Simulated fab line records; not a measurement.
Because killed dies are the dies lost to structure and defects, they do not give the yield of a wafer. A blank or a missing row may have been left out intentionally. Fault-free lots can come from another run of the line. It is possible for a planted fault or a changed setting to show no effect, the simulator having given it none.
fab line records	flow sfq_line
record lots=6	wafers=18	last_day=87
route steps=325 shown L0V@17 M0@28 I0@43 M1@58 M8@325
lots with no fault: from the same line, run without faults
start_h: start of the lot's first displayed wafer, in hours after the record's first day	wait_h: hours elapsed since this lot's preceding step	" same as the row above	L1.1+2: several wafers, shown together as one row	- either no value or no given start	* or withheld: withheld	< > ~ a bound
route shown NAME@n: names a module that has steps shown in the file, with the first one's number in the route	usual: mean and standard deviation over wafers with no fault	same: alike in all rows	chamber/n: place in a boat	sites: the reading at each site	_std_site: standard deviation of those values	_edge_site: mean of outer sites minus mean of inner sites	radius_mm: for every site, how far away it sits from the centre of the wafer	mask NAME#n: copy n	behind: the last tool/chamber to shape the wafer	hold: reason for holding the lot/hours on hold/outcome of the hold	device: the transistor (n, p or np) that didn't switch	end of line: the route-end tests of the same wafers	a step with no rows: only its recipe	killed: dies lost to structure and defects at the first sort, not the wafer's yield	map: a wafer's dies, marking killed ones x, the rest . and places with no die _
set.NAME: the run value of the setting; set.NAME@STEP: its run value at that earlier step	model.NAME: the simulator's own value behind a step, which no gauge read
lots at selected steps of the route; one table per step, one row per wafer
services: the hour from which a tool's chamber was out of use, counted from the record's first day as start_h (under 0 if before that day), plus the number of hours and why
## steps
# step SFQ_TRILAYER_L0_VIA_LITHO_COAT_018
# recipe resist=BARC	spin_rpm=3000	resist_thk_nm=62
# step SFQ_TRILAYER_L0_VIA_LITHO_COAT_013
# recipe resist=KrF	spin_rpm=3000	resist_thk_nm=650
# step SFQ_TRILAYER_L0_VIA_LITHO_SOFTBAKE_017
# recipe temp_c=withheld	time_s=withheld	resist=KrF
# step SFQ_TRILAYER_L0_VIA_LITHO_EXPOSE_014
# recipe mask_id=L0V	na=0.6	source_shape=conventional	sigma_outer=0.65	target_cd_nm=700	dose_mj=21.3
# step SFQ_TRILAYER_L0_VIA_LITHO_PEB_016
# recipe peb_temp_c=115	peb_time_s=60	resist=KrF
# step SFQ_TRILAYER_L0_VIA_LITHO_DEVELOP_015
# recipe time_s=60	resist=KrF
# step SFQ_L0V_OVL_MEAS_903
# usual L0V_OVL=3/4.8
lot.wafer	tool	chamber	start_h	wait_h	L0V_OVL[nm]
L989.2	overlay-02	-	212.73	0.1	-8
L989.4	"	-	"	"	-4
L989.6	"	-	"	"	-2
L992.2	overlay-02	-	227.13	0.1	5
L992.4	"	-	"	"	9
L992.5	"	-	"	"	3
L993.3	overlay-02	-	236.86	0.1	2
L993.5	"	-	"	"	-3
L993.6	"	-	"	"	5
L100.4	overlay-01	-	311.36	0.1	-2
L100.5	"	-	"	"	2
L100.6	"	-	"	"	1
L101.1	overlay-01	-	312.55	0.1	-3
L101.4	"	-	"	"	0
L101.5	"	-	"	"	-3
L104.1	overlay-02	-	332.08	0.1	6
L104.2	"	-	"	"	2
L104.4	"	-	"	"	6
# step SFQ_TRILAYER_L0_VIA_BARC_OPEN_VIA_ETCH_021
# recipe mask_material=PR	chemistry=O2	target_depth_nm=125	target=BARC	source_w=500	bias_w=80	pressure_mtorr=30	time_s=41.7
# usual drypump_motor_current_A=6.0/0.4	oes_product_au=0.686/0.0051	rf_fwd_power_W=495.1/2.1
lot.wafer	tool	chamber	start_h	wait_h	drypump_motor_current_A	oes_product_au	rf_fwd_power_W	rf_hours_counter_h
L989.2	rie_diel-04	1	212.76	0.0	6.1	0.691	494.5	45
L989.4	"	3	"	"	5.8	0.686	498.3	45
L989.6	"	1	"	"	6.1	0.673	494.2	-
L992.2	rie_diel-04	3	227.16	0.0	5.8	0.685	495.8	45
L992.4	"	0	"	"	5.9	0.688	491.9	0
L992.5	"	2	"	"	6.2	0.689	492.5	-
L993.3	rie_diel-02	0	236.88	0.0	5.4	0.682	494.9	16
L993.5	"	0	"	"	5.4	0.691	495.3	-
L993.6	"	3	"	"	5.1	0.694	492.9	-
L100.4	rie_diel-03	0	311.40	0.0	6.7	0.689	496.6	-
L100.5	"	1	"	"	6.2	0.682	494.6	-
L100.6	"	3	"	"	6.2	0.690	494.4	-
L101.1	rie_diel-02	1	312.58	0.0	5.9	0.690	495.3	115
L101.4	"	1	"	"	5.9	0.683	496.5	-
L101.5	"	0	"	"	5.4	0.692	495.3	-
L104.1	rie_diel-03	2	332.12	0.0	6.3	0.689	496.9	124
L104.2	"	1	"	"	6.1	0.692	495.8	5
L104.4	"	0	"	"	6.7	0.687	496.3	1
# step SFQ_TRILAYER_L0_VIA_ETCH_VIA_ETCH_016
# recipe target=SiO2	stop_on=MoNx_KI	mask_material=PR	chemistry=CHF3	target_depth_nm=80	source_w=500	bias_w=80	pressure_mtorr=30	time_s=withheld
# usual drypump_motor_current_A=6.0/0.4	oes_product_au=0.841/0.0072	rf_fwd_power_W=495.6/1.9
lot.wafer	tool	chamber	start_h	wait_h	drypump_motor_current_A	oes_product_au	rf_fwd_power_W
L989.2	rie_diel-04	1	212.80	0.0	6.2	0.843	496.3
L989.4	"	3	"	"	5.8	0.848	496.3
L989.6	"	1	"	"	6.2	0.858	497.0
L992.2	rie_diel-04	3	227.20	0.0	5.8	0.831	496.3
L992.4	"	0	"	"	5.8	0.848	492.7
L992.5	"	2	"	"	6.2	0.851	496.1
L993.3	rie_diel-02	0	236.92	0.0	5.4	0.840	498.4
L993.5	"	0	"	"	5.4	0.845	497.9
L993.6	"	3	"	"	5.1	0.838	495.9
L100.4	rie_diel-03	0	311.44	0.0	6.7	0.851	495.6
L100.5	"	1	"	"	6.1	0.849	496.8
L100.6	"	3	"	"	6.2	0.839	495.9
L101.1	rie_diel-02	1	312.62	0.0	5.9	0.841	496.4
L101.4	"	1	"	"	5.9	0.853	497.2
L101.5	"	0	"	"	5.4	0.838	497.6
L104.1	rie_diel-03	2	332.16	0.0	6.3	0.840	495.0
L104.2	"	1	"	"	6.2	0.841	494.0
L104.4	"	0	"	"	6.7	0.840	493.8
# step SFQ_TRILAYER_L0_VIA_STRIP_STRIP_017
# recipe gas=O2	power_w=200	platen_temp_c=40	overash_fraction=0.65	chemistry=O2	pressure_mtorr=50
# step SFQ_TRILAYER_L0_VIA_STRIP_SOLV_CLEAN_018
# recipe chemistry=NMP	temp_c=70	time_s=600
# step SFQ_TRILAYER_M0_DEP_PRE_CLEAN_020
# recipe gas=Ar	time_s=15	bias_v=250
# step SFQ_TRILAYER_M0_DEP_SPUTTER_019
# recipe material=Nb	base_pressure_pa=1.33e-06	chamber_pressure_pa=0.1333	substrate_temp_c=20	resputter_cathode_voltage_v=400	target_thk_nm=200	power_w=2000	time_s=133.3
# usual cathode_dc_power_W=2000.0/0.38	throttle_valve_pct=29.7/0.62
lot.wafer	tool	chamber	start_h	wait_h	cathode_dc_power_W	throttle_valve_pct	model.Nb_of_TRILAYER_M0_DEP_SPUTTER_019.thk_nm
L989.2	pvd_sputter-03	-	213.64	0.0	2000.3	29.9	199.1
L989.4	"	-	"	"	1999.8	29.2	199.1
L989.6	"	-	"	"	2000.1	29.8	199.6
L992.2	pvd_sputter-06	-	228.04	0.0	2000.2	28.9	198.1
L992.4	"	-	"	"	2194.8	29.7	218.3
L992.5	"	-	"	"	2000.2	29.2	198.3
L993.3	pvd_sputter-06	-	237.77	0.0	2195.1	29.5	217.5
L993.5	"	-	"	"	2195.7	29.6	218.7
L993.6	"	-	"	"	1999.7	29.4	198.9
L100.4	pvd_sputter-03	-	312.27	0.0	2000.1	29.2	200.9
L100.5	"	-	"	"	1999.7	30.2	198.2
L100.6	"	-	"	"	2000.2	31.0	196.1
L101.1	pvd_sputter-06	-	313.64	0.0	1999.5	29.2	201.6
L101.4	"	-	"	"	1999.4	29.7	203.4
L101.5	"	-	"	"	2000.3	29.4	203.8
L104.1	pvd_sputter-06	-	333.01	0.0	2000.0	29.0	200.9
L104.2	"	-	"	"	2000.4	29.5	200.6
L104.4	"	-	"	"	2000.3	29.6	200.6
# step SFQ_M0_RS_MEAS_904
# recipe thk_meas_gauge=four-point-probe	reads=Nb_of_TRILAYER_M0_DEP_SPUTTER_019
# usual M0_NB_RS=0.893/0.012
lot.wafer	tool	chamber	start_h	wait_h	M0_NB_RS[ohm/sq]
L989.2	film_metro-03	-	213.75	0.1	0.897
L989.4	"	-	"	"	0.896
L989.6	"	-	"	"	0.892
L992.2	film_metro-02	-	228.15	0.1	0.902
L992.4	"	-	"	"	0.815
L992.5	"	-	"	"	0.901
L993.3	film_metro-03	-	237.90	0.1	0.817
L993.5	"	-	"	"	0.814
L993.6	"	-	"	"	0.896
L100.4	film_metro-04	-	312.42	0.1	0.886
L100.5	"	-	"	"	0.897
L100.6	"	-	"	"	0.906
L101.1	film_metro-04	-	313.74	0.0	0.882
L101.4	"	-	"	"	0.874
L101.5	"	-	"	"	0.872
L104.1	film_metro-02	-	333.10	0.0	0.887
L104.2	"	-	"	"	0.889
L104.4	"	-	"	"	0.889
# step SFQ_TRILAYER_M0_LITHO_COAT_026
# recipe resist=BARC	spin_rpm=3000	resist_thk_nm=62
# step SFQ_TRILAYER_M0_LITHO_COAT_021
# recipe resist=KrF	spin_rpm=3000	resist_thk_nm=600
# step SFQ_TRILAYER_M0_LITHO_SOFTBAKE_025
# recipe temp_c=withheld	time_s=withheld	resist=KrF
# step SFQ_TRILAYER_M0_LITHO_EXPOSE_022
# recipe mask_id=M0	na=0.6	source_shape=conventional	sigma_outer=0.65	target_cd_nm=500	dose_mj=14.4
# step SFQ_TRILAYER_M0_LITHO_PEB_024
# recipe peb_temp_c=115	peb_time_s=60	resist=KrF
# step SFQ_TRILAYER_M0_LITHO_DEVELOP_023
# recipe time_s=60	resist=KrF
# step SFQ_M0_OVL_MEAS_906
# usual M0_OVL=-2/6.3
lot.wafer	tool	chamber	start_h	wait_h	M0_OVL[nm]
L989.2	overlay-01	-	335.69	0.1	9
L989.4	"	-	"	"	4
L989.6	"	-	"	"	6
L992.2	overlay-01	-	351.29	0.1	-13
L992.4	"	-	"	"	-12
L992.5	"	-	"	"	-8
L993.3	overlay-01	-	362.35	0.1	-4
L993.5	"	-	"	"	-8
L993.6	"	-	"	"	-2
L100.4	overlay-01	-	453.01	0.1	-11
L100.5	"	-	"	"	-11
L100.6	"	-	"	"	-5
L101.1	overlay-02	-	455.39	0.1	-1
L101.4	"	-	"	"	-4
L101.5	"	-	"	"	-2
L104.1	overlay-02	-	479.39	0.1	-4
L104.2	"	-	"	"	-4
L104.4	"	-	"	"	-4
# step SFQ_TRILAYER_M0_BARC_OPEN_METAL_ETCH_031
# recipe mask_material=PR	chemistry=O2	target_depth_nm=125	target=BARC	icp_w=600	bias_w=80	pressure_mtorr=10	time_s=41.7
# step SFQ_TRILAYER_M0_ETCH_METAL_ETCH_024
# recipe target=Nb	stop_on=SiO2	mask_material=PR	chemistry=Cl2/Ar	target_depth_nm=240	icp_w=600	bias_w=80	pressure_mtorr=10	time_s=120
# usual drypump_motor_current_A=5.9/0.35	oes_product_au=0.893/0.0084	rf_fwd_power_W=596.7/1.8
lot.wafer	tool	chamber	start_h	wait_h	drypump_motor_current_A	oes_product_au	rf_fwd_power_W	rf_hours_counter_h
L989.2	rie_metal-01	0	335.78	0.0	5.7	0.893	594.0	133
L989.4	"	0	"	"	5.7	0.888	594.0	-
L989.6	"	1	"	"	5.9	0.900	599.3	-
L992.2	rie_metal-01	1	351.38	0.0	6.0	0.891	595.6	48
L992.4	"	1	"	"	6.0	0.944	597.9	-
L992.5	"	0	"	"	5.7	0.885	592.8	-
L993.3	rie_metal-02	0	362.47	0.1	5.6	0.942	596.7	-
L993.5	"	0	"	"	5.6	0.938	596.4	-
L993.6	"	1	"	"	6.5	0.888	596.7	-
L100.4	rie_metal-03	1	453.13	0.1	6.1	0.901	595.8	-
L100.5	"	1	"	"	6.1	0.880	593.2	-
L100.6	"	0	"	"	5.6	0.885	597.5	-
L101.1	rie_metal-01	0	455.48	0.0	5.7	0.899	596.9	146
L101.4	"	1	"	"	6.0	0.908	598.9	-
L101.5	"	0	"	"	5.7	0.907	595.9	-
L104.1	rie_metal-01	0	479.48	0.0	5.7	0.901	594.0	148
L104.2	"	1	"	"	6.0	0.899	601.4	62
L104.4	"	1	"	"	6.0	0.889	599.3	-
# step SFQ_TRILAYER_M0_STRIP_STRIP_025
# recipe gas=O2	power_w=200	platen_temp_c=40	overash_fraction=0.65	chemistry=O2	pressure_mtorr=50
# step SFQ_TRILAYER_M0_STRIP_SOLV_CLEAN_026
# recipe chemistry=NMP	temp_c=70	time_s=600
# step SFQ_TRILAYER_I0_DEP_PECVD_027
# recipe material=SiO2	temp_c=150	time_s=111.11	pressure_torr=2.4	rf_w=183.3	precursor=SiH4/N2O	target_thk_nm=500
# step SFQ_TRILAYER_I0_CMP_CMP_028
# recipe material=SiO2	down_force_psi=3	platen_rpm=60	pad_velocity_m_s=0.94248
# step SFQ_I0_BOW_MEAS_907
# recipe mode=bow
# usual I0_BOW=2/6.9
lot.wafer	tool	chamber	start_h	wait_h	I0_BOW[um]
L989.2	film_metro-02	-	339.78	1.0	-7
L989.4	"	-	"	"	2
L989.6	"	-	"	"	-5
L992.2	film_metro-02	-	355.38	2.0	10
L992.4	"	-	"	"	7
L992.5	"	-	"	"	-4
L993.3	film_metro-02	-	366.45	2.0	-9
L993.5	"	-	"	"	6
L993.6	"	-	"	"	15
L100.4	film_metro-01	-	457.12	2.6	1
L100.5	"	-	"	"	5
L100.6	"	-	"	"	4
L101.1	film_metro-02	-	459.46	2.5	1
L101.4	"	-	"	"	4
L101.5	"	-	"	"	-9
L104.1	film_metro-01	-	483.46	1.0	-2
L104.2	"	-	"	"	11
L104.4	"	-	"	"	-1
# step SFQ_TRILAYER_I0_METRO_MEASURE_029
# usual thk_nm=199.9/1.1
lot.wafer	tool	chamber	start_h	wait_h	thk_nm
L989.2	film_metro-02	-	340.08	0.3	199.1
L989.4	"	-	"	"	200.2
L989.6	"	-	"	"	200.1
L992.2	film_metro-02	-	355.68	0.3	198.0
L992.4	"	-	"	"	199.7
L992.5	"	-	"	"	198.2
L993.3	film_metro-02	-	366.93	0.5	200.4
L993.5	"	-	"	"	201.4
L993.6	"	-	"	"	200.9
L100.4	film_metro-01	-	457.78	0.6	199.9
L100.5	"	-	"	"	199.5
L100.6	"	-	"	"	201.5
L101.1	film_metro-02	-	459.58	0.1	198.5
L101.4	"	-	"	"	198.9
L101.5	"	-	"	"	198.3
L104.1	film_metro-01	-	483.58	0.1	198.2
L104.2	"	-	"	"	199.6
L104.4	"	-	"	"	199.2
# step SFQ_TRILAYER_I0_VIA_LITHO_COAT_036
# recipe resist=BARC	spin_rpm=3000	resist_thk_nm=62
# step SFQ_TRILAYER_I0_VIA_LITHO_COAT_031
# recipe resist=KrF	spin_rpm=3000	resist_thk_nm=650
# step SFQ_TRILAYER_I0_VIA_LITHO_SOFTBAKE_035
# recipe temp_c=withheld	time_s=withheld	resist=KrF
# step SFQ_TRILAYER_I0_VIA_LITHO_EXPOSE_032
# recipe mask_id=I0	na=0.6	source_shape=conventional	sigma_outer=0.65	target_cd_nm=500	dose_mj=21.3
# step SFQ_TRILAYER_I0_VIA_LITHO_PEB_034
# recipe peb_temp_c=115	peb_time_s=60	resist=KrF
# step SFQ_TRILAYER_I0_VIA_LITHO_DEVELOP_033
# recipe time_s=60	resist=KrF
# step SFQ_I0_OVL_MEAS_908
# usual I0_OVL=-2/5.1
lot.wafer	tool	chamber	start_h	wait_h	I0_OVL[nm]
L989.2	overlay-02	-	489.09	0.1	-1
L989.4	"	-	"	"	-9
L989.6	"	-	"	"	4
L992.2	overlay-01	-	508.29	0.1	-8
L992.4	"	-	"	"	-13
L992.5	"	-	"	"	-12
L993.3	overlay-02	-	520.10	0.1	-4
L993.5	"	-	"	"	1
L993.6	"	-	"	"	-8
L100.4	overlay-02	-	613.47	0.1	-12
L100.5	"	-	"	"	-2
L100.6	"	-	"	"	-6
L101.1	overlay-02	-	615.86	0.1	-4
L101.4	"	-	"	"	-2
L101.5	"	-	"	"	-3
L104.1	overlay-01	-	633.86	0.1	4
L104.2	"	-	"	"	2
L104.4	"	-	"	"	2
# step SFQ_TRILAYER_I0_VIA_BARC_OPEN_VIA_ETCH_046
# recipe mask_material=PR	chemistry=O2	target_depth_nm=125	target=BARC	source_w=500	bias_w=80	pressure_mtorr=30	time_s=41.7
# usual drypump_motor_current_A=5.7/0.45	oes_product_au=0.686/0.0047	rf_fwd_power_W=494.9/2.1
lot.wafer	tool	chamber	start_h	wait_h	drypump_motor_current_A	oes_product_au	rf_fwd_power_W	rf_hours_counter_h
L989.2	rie_diel-02	2	489.12	0.0	6.5	0.687	493.3	69
L989.4	"	3	"	"	5.1	0.684	494.8	11
L989.6	"	2	"	"	6.5	0.677	494.6	-
L992.2	rie_diel-01	2	508.32	0.0	6.4	0.691	493.1	4
L992.4	"	0	"	"	5.6	0.689	494.3	88
L992.5	"	1	"	"	5.2	0.692	492.3	-
L993.3	rie_diel-01	0	520.12	0.0	5.6	0.677	496.5	88
L993.5	"	0	"	"	5.6	0.696	494.4	-
L993.6	"	3	"	"	5.4	0.686	496.9	-
L100.4	rie_diel-01	3	613.49	0.0	5.4	0.685	496.9	3
L100.5	"	2	"	"	6.4	0.685	494.3	-
L100.6	"	1	"	"	5.2	0.679	491.4	-
L101.1	rie_diel-04	3	615.89	0.0	5.8	0.686	494.9	50
L101.4	"	0	"	"	5.8	0.688	495.0	5
L101.5	"	2	"	"	6.2	0.679	494.3	-
L104.1	rie_diel-02	2	633.89	0.0	6.5	0.686	494.8	70
L104.2	"	3	"	"	5.1	0.690	494.6	13
L104.4	"	1	"	"	5.8	0.692	494.7	2
# step SFQ_TRILAYER_I0_VIA_ETCH_VIA_ETCH_034
# recipe target=SiO2	stop_on=Nb	mask_material=PR	taper_deg=20	chemistry=CHF3	target_depth_nm=260	source_w=500	bias_w=80	pressure_mtorr=30	time_s=withheld
# step SFQ_TRILAYER_I0_VIA_STRIP_STRIP_035
# recipe gas=O2	power_w=200	platen_temp_c=40	overash_fraction=0.65	chemistry=O2	pressure_mtorr=50
# usual drypump_motor_current_A=5.8/0.35	oes_product_au=0.995/0.0078
lot.wafer	tool	chamber	start_h	wait_h	drypump_motor_current_A	oes_product_au	rf_hours_counter_h
L989.2	rie_metal-04	0	489.28	-	5.9	0.989	23
L989.4	"	0	"	"	5.9	0.994	-
L989.6	"	0	"	"	5.9	0.995	-
L992.2	rie_metal-04	1	508.48	-	5.3	0.998	142
L992.4	"	0	"	"	5.9	1.005	-
L992.5	"	1	"	"	5.4	1.007	-
L993.3	rie_metal-01	1	520.48	-	6.0	1.006	-
L993.5	"	0	"	"	5.7	0.994	-
L993.6	"	1	"	"	6.0	0.999	-
L100.4	rie_metal-04	0	613.85	-	5.9	0.990	-
L100.5	"	0	"	"	5.9	0.989	-
L100.6	"	1	"	"	5.4	1.000	-
L101.1	rie_metal-01	1	616.05	-	6.0	1.001	80
L101.4	"	1	"	"	6.0	1.001	-
L101.5	"	1	"	"	6.0	1.002	-
L104.1	rie_metal-01	0	634.05	-	5.7	0.990	12
L104.2	"	1	"	"	6.0	1.017	82
L104.4	"	0	"	"	5.7	1.003	-
# step SFQ_TRILAYER_I0_VIA_STRIP_SOLV_CLEAN_036
# recipe chemistry=NMP	temp_c=70	time_s=600
# step SFQ_TRILAYER_M1_DEP_PRE_CLEAN_038
# recipe gas=Ar	time_s=22.5	bias_v=250
# step SFQ_M8_BOW_MEAS_951
# recipe mode=bow
# usual M8_BOW=8/10
lot.wafer	tool	chamber	start_h	wait_h	M8_BOW[um]	model.etest.m0.ohm_um	model.etest.m0.ohm_sq	model.etest.i0.link_ohm
L989.2	film_metro-02	-	1971.62	0.0	-4	1.794	0.8955	1.966
L989.4	"	-	"	"	4	1.79	0.8952	1.964
L989.6	"	-	"	"	-3	1.794	0.893	1.971
L992.2	film_metro-03	-	1978.82	0.0	13	1.806	0.8999	1.98
L992.4	"	-	"	"	11	1.637	0.8165	1.889
L992.5	"	-	"	"	0	1.794	0.8992	1.981
L993.3	film_metro-01	-	1981.24	0.0	-1	1.633	0.8195	1.901
L993.5	"	-	"	"	12	1.624	0.815	1.9
L993.6	"	-	"	"	21	1.798	0.8962	1.976
L100.4	film_metro-01	-	2037.48	0.1	0	1.764	0.8873	1.963
L100.5	"	-	"	"	4	1.79	0.8996	1.975
L100.6	"	-	"	"	4	1.811	0.9089	1.999
L101.1	film_metro-02	-	2042.16	0.0	-7	1.772	0.8842	1.952
L101.4	"	-	"	"	-3	1.751	0.8765	1.954
L101.5	"	-	"	"	-16	1.749	0.8746	1.945
L104.1	film_metro-02	-	2097.39	0.0	-8	1.776	0.8873	1.957
L104.2	"	-	"	"	4	1.796	0.8887	1.97
L104.4	"	-	"	"	-8	1.793	0.8885	1.971
## services
tool	chamber	start_h	hours	kind
rie_diel-04	0	199.88	3.5	repair
rie_diel-02	0	205.72	1.5	repair
rie_diel-02	2	216.09	108.2	repair
rie_diel-03	-	250.05	2.2	repair
film_metro-02	-	251.68	0.5	pm
rie_metal-01	1	262.61	12.2	repair
rie_diel-02	1	264.37	1.2	repair
rie_diel-02	3	269.13	4.8	repair
rie_diel-03	2	276.70	16.6	repair
rie_diel-02	1	292.76	15.0	repair
film_metro-02	-	294.03	0.7	pm
rie_metal-01	1	295.68	6.8	repair
rie_diel-03	2	301.78	12.5	repair
film_metro-02	-	305.02	0.7	pm
rie_diel-02	-	338.53	2.8	pm
rie_diel-04	-	404.93	0.1	repair
rie_diel-02	1	405.46	3.6	repair
rie_diel-04	2	406.30	4.4	repair
rie_diel-02	-	406.55	0.2	repair
rie_metal-01	-	433.65	3.9	repair
rie_diel-02	-	442.11	14.6	pm
rie_diel-04	2	452.30	2.1	repair
rie_diel-04	3	463.04	3.8	repair
rie_diel-02	-	570.27	0.6	repair
## key
first_sign step=SFQ_TRILAYER_M0_DEP_SPUTTER_019	reading=cathode_dc_power_W	direction=up	sigmas=99+	usual=2000.0	struck=2195.2
effect step=SFQ_M0_RS_MEAS_904	reading=M0_NB_RS	direction=down	sigmas=6.6	usual=0.893	struck=0.815
effect step=SFQ_TRILAYER_M0_ETCH_METAL_ETCH_024	reading=oes_product_au	direction=up	sigmas=5.8	usual=0.893	struck=0.941
model_effect step=SFQ_TRILAYER_M0_DEP_SPUTTER_019	value=Nb_of_TRILAYER_M0_DEP_SPUTTER_019.thk_nm	without=198.7	struck=218.2
model_effect step=SFQ_M8_BOW_MEAS_951	value=etest.m0.ohm_um	without=1.792	struck=1.631
met_at SFQ_TRILAYER_M0_DEP_SPUTTER_019
struck_wafers L992.4,L993.3,L993.5
fault kind=process_parameter_drift	tool=pvd_sputter-06	chamber=-	onset_h=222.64	steps=SFQ_TRILAYER_M0_DEP_SPUTTER_019	channel=power_w	offset=195.33	shape=step	end_h=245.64	acts_in=these_recipes_only	stated=2000	scope=struck_wafers_only
